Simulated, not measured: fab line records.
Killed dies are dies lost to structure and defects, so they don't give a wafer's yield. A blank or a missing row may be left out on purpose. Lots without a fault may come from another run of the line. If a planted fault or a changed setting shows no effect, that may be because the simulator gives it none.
8D (eight disciplines) problem report, filled in by code ; flow gf180mcu ; the parts of the form that need people (team, actions taken, sign-off) are left out

== 1. WHAT IS WRONG ==
Across 6 wafers from 2 lots, HV_LDD_TW at GF_HV_LDD_TW_MEAS_11 averages 2280, while fault-free wafers read 2406 with a standard deviation of 13. Relative to the usual mean, that is a shift of -9.7 standard deviations.
First observed at day 11 22:31: wafer L464.2, on film_metro-01. The record holds 39 wafers of 13 lots with a number at this step. Rule for "out", or "out of limits": more than 4 standard deviations from the usual mean. The rest of the wafers with a number are treated as sound.

== 2. WHAT IT IS AND WHAT IT IS NOT ==
question;is;is not
which readings at this step;HV_LDD_TW;-
which lots;L464, L465;L458, L459, L460, L461, L463, L468, L471, L475, L478, L479, L481
which wafers of those lots;all that have a number;-
read on which gauges;film_metro-01, film_metro-03;film_metro-02
when;from day 11 22:31;"up to then (15 sound wafers); but 18 sound wafers of L468, L471, L475, L478, L479, L481 came after"

== 3. SUSPECTS, AND WHAT RULES EACH OUT ==
Counting: a tool stays on the suspect list if, at a process step up to the reading, it processed all lots that are out and no sound lot following the first of them.
- ruled out: the gauge at GF_HV_LDD_TW_MEAS_11. Those wafers that are out were read across 2 gauges (film_metro-01, film_metro-03).
- implanter-01 at GF_HV_LDD_IMPLANT_09: kept. Every lot that is out went through it, starting with L464 (day 11 22:17), and after that it ran no sound lot; the last sound lot it ran before then is L463 (day 11 16:29).
Left after counting: implanter-01 at GF_HV_LDD_IMPLANT_09.

== 4. THE CAUSE (what the simulator had put in) ==
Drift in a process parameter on implanter-01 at GF_HV_LDD_IMPLANT_09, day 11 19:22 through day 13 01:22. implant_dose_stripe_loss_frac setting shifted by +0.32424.
Counting left only this tool.

== 5. THE EFFECT CHAIN, in route order ==
Each row: a reading where the mean over the struck wafers with a number is more than 3 standard deviations away from the usual. Scope: only readings with a usual standard deviation given in the record; hours: median across lots of the time from each lot's start at the first step in this table that gives one to its start at this step; sigmas: change in usual standard deviations.
hours;step;reading;usual;on struck wafers;change;sigmas
0;GF_HV_LDD_TW_MEAS_11;HV_LDD_TW;2406;2280;-126;-9.7
62;GF_HV_LDD_RS_MEAS_53;HV_LDD_RS;417.5 ohm/sq;454.2;+36.7;+38
Later steps that measure or inspect, where all struck wafers having a row at the step show a number for every such reading and not one has moved that far: GF_PSD_RS_MEAS_15.

== 6. WHAT WOULD HAVE CAUGHT IT SOONER ==
Counted from the fault's start at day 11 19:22, it took 3 hours until the first out-of-limits reading at a measuring or inspecting step in this record, taken at day 11 22:31.
Tool readings at GF_HV_LDD_IMPLANT_09 with a usual standard deviation given in the record: none out on any struck wafer, hence no alarm at a limit of 4 standard deviations on them.
L465, from the lots that are out (2), started GF_HV_LDD_IMPLANT_09 on implanter-01 later than day 11 22:31. A hold on the tool at that time would have spared it.
